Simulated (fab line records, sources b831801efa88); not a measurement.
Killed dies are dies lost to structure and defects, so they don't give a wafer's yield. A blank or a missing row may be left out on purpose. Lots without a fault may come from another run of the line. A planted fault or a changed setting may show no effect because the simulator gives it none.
Chamber matching | flow gf180mcu | GF_V4_ETCH_16 on rie_diel-01: 4 sister chambers
The step etches BARC in N2/H2. 4 wafers are shown with their chamber, then 7 later ones without.

WAFERS WITH THEIR CHAMBER
wafer  | chamber | drypump_motor_current_A (A)
L091.3 | 1       | 5.4
L091.6 | 0       | 5.6
L092.1 | 2       | 6.7
L092.4 | 3       | 5.6

WAFERS WITHOUT THEIR CHAMBER
wafer  | drypump_motor_current_A (A)
L092.5 | 5.6
L094.1 | 5.6
L094.2 | 5.6
L094.3 | 6.7
L094.4 | 5.4
L094.5 | 5.7
L094.6 | 5.4

WHICH CHAMBER EACH WENT THROUGH
wafer  | from the rows above     | in truth
L092.5 | can't be placed: 0 or 3 | 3
L094.1 | can't be placed: 0 or 3 | 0
L094.2 | can't be placed: 0 or 3 | 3
L094.3 | 2                       | 2
L094.4 | 1                       | 1
L094.5 | can't be placed: 0 or 3 | 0
L094.6 | 1                       | 1
Placed correctly: 3 of 7. Can't be placed from these rows: 4 (the true chamber is among the candidates in 4). Placed wrongly: 0.
How it was worked out, from the rows above alone: a wafer's distance from a chamber is the root of the sum, over the readings, of the square of ((its reading less the chamber's mean) divided by the reading's scatter). The wafer belongs to the nearest chamber; if the next one is less than 2 further off, it can't be placed. A chamber's mean is the mean of its shown wafers. The scatter: with one shown wafer a chamber, the root of the mean of the squares of how far each hidden wafer lies from its nearest shown one.
